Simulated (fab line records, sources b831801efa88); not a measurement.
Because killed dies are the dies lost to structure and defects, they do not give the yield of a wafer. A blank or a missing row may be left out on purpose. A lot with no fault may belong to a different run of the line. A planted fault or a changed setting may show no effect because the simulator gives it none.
Which of the tools did it?	flow sky130	Sampling: 15 lots, 40 wafers, 2 of 708 route steps

WHAT EACH GAUGE READ, for each wafer
SKY_FIELD_ISO_THK_MEAS_25.
lot	measured	on	FIELD_ISO_CVD_24_THK (nm)
L113	day 2 09:02	filmMetro-04	585 587 590
L114	day 2 15:47	filmMetro-01	593 587 594
L115	day 2 18:37	filmMetro-04	579 593 584
L117	day 3 04:37	filmMetro-03	599 600 597
L119	day 3 15:26	filmMetro-03	584 593 584
L120	day 3 18:14	filmMetro-01	588 585 586
L121	day 4 00:42	filmMetro-04	591 593 591
L122	day 4 05:57	filmMetro-01	576 585 577
L123	day 4 11:16	filmMetro-01	592 594 589
L124	day 4 18:20	filmMetro-01	321 573 321 573
L125	day 4 20:59	filmMetro-03	336 336
L126	day 5 05:26	filmMetro-01	593 586 586
L127	day 5 08:23	filmMetro-04	322 321
L133	day 6 15:01	filmMetro-03	601 601 600
L135	day 7 03:49	filmMetro-03	595 600 597

TOOL THAT RAN EACH LOT (tool first, then ch and the chambers of the sampled wafers, then the start)
lot	SKY_FIELD_ISO_CVD_24
L113	hdpcvd-02 ch 0,1, day 2 08:58
L114	hdpcvd-01 ch 0,1,2, day 2 15:43
L115	hdpcvd-01 ch 0,1,2, day 2 18:32
L117	hdpcvd-02 ch 0,1,2, day 3 04:32
L119	hdpcvd-01 ch 0,1,2, day 3 15:22
L120	hdpcvd-01 ch 0,2, day 3 18:09
L121	hdpcvd-01 ch 0,1, day 4 00:38
L122	hdpcvd-01 ch 0,1,2, day 4 05:52
L123	hdpcvd-01 ch 0,2, day 4 11:11
L124	hdpcvd-01 ch 0,1, day 4 18:16
L125	hdpcvd-01 ch 0, day 4 20:53
L126	hdpcvd-02 ch 1,2, day 5 05:21
L127	hdpcvd-01 ch 1, day 5 08:19
L133	hdpcvd-02 ch 0,2, day 6 14:57
L135	hdpcvd-02 ch 0,2, day 7 03:45
- SKY_FIELD_ISO_CVD_24: deposits SiO2, target thk 595 nm, time 99.2 s.

WHAT THE TOOLS THEMSELVES READ (means of the sampled wafers that have a number; where no wafer has one, the mark that the record gives instead)
The record holds no such reading with a usual standard deviation.

THE ANSWER, worked out from the rows above alone
Rule: what is usual is taken from the lots themselves. Put in order of their means at a reading, lots are off if they are a third of the lots or fewer, leave a main group of 4 or more, and stand apart from it by a gap of 3 or more times the standard deviation of the main group's means; of several such gaps the widest counts. The tables above print the reading to a certain number of digits; a main group whose means all agree to those digits is not used. Also off: a lot with no number at a reading for which 4 or more lots have one. All remaining lots with rows at the step are treated as sound. First the gauges in route order, then the tools' own readings, where a lot's mean is used as printed above. The first step at which some lot is off is used, and at that step the reading that is off furthest; a lot without a number counts as furthest.
Off: at SKY_FIELD_ISO_THK_MEAS_25 (FIELD_ISO_CVD_24_THK), L124, L125, L127. Main group: mean 590 nm, sd 5.9.
If a tool, at a process step before that reading, ran all the lots that are off and no sound lot after the first of them, it fits. The gauges at SKY_FIELD_ISO_THK_MEAS_25 are tried like those tools. One fits: SKY_FIELD_ISO_CVD_24 on hdpcvd-01. A fault onset in the window from L123 (day 4 11:11, its last sound lot) to L124 (day 4 18:16, its first lot off) fits.

WHAT HAD BEEN PUT IN BY THE SIMULATOR
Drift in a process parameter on hdpcvd-01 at SKY_FIELD_ISO_CVD_24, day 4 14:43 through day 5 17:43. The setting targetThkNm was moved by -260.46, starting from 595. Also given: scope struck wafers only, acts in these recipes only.
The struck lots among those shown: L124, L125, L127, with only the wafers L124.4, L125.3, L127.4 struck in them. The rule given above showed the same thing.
